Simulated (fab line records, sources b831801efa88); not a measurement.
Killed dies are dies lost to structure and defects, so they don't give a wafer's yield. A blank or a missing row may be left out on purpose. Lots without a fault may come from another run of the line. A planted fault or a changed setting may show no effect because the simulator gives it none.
Which tool did it? | flow sky130 | 7 lots, 21 wafers sampled, at 1 step of a route of 708

WHAT THE GAUGES READ, wafer by wafer
SKY_VT_ADJUST_LVTN_TW_MEAS_21.
lot  | measured     | on            | VT_ADJUST_LVTN_2_TW
L208 | day 7 21:52  | film_metro-02 | 185.9 185.6 186.4
L211 | day 8 17:08  | film_metro-04 | 187.1 188.1 185.8
L216 | day 10 06:06 | film_metro-01 | 192.3 191.1 190.5
L219 | day 11 02:09 | film_metro-01 | 190.6 190.9 190.6
L224 | day 12 11:28 | film_metro-01 | 190.4 190.3 190.6
L227 | day 13 08:06 | film_metro-01 | 191.3 191.7 191.8
L230 | day 14 16:25 | film_metro-04 | 187.9 187.6 186.9

WHICH TOOL RAN EACH LOT (tool, then ch and the chambers of the sampled wafers, then the start)
The record holds no process step before these readings.

THE ANSWER, worked out from the rows above alone
Rule: what is usual is taken from the lots themselves. Put in order of their means at a reading, lots are off if they are a third of the lots or fewer, leave a main group of 4 or more, and stand apart from it by a gap of 3 or more times the standard deviation of the main group's means; of several such gaps the widest counts. A main group whose means are all the same, to the digits that the tables above print for the reading, isn't used. A lot without any number at a reading at which 4 lots or more have one is off too. The other lots that the step has rows for count as sound.
No lot is off at any reading shown: from this, nothing can be told.

WHAT THE SIMULATOR HAD PUT IN
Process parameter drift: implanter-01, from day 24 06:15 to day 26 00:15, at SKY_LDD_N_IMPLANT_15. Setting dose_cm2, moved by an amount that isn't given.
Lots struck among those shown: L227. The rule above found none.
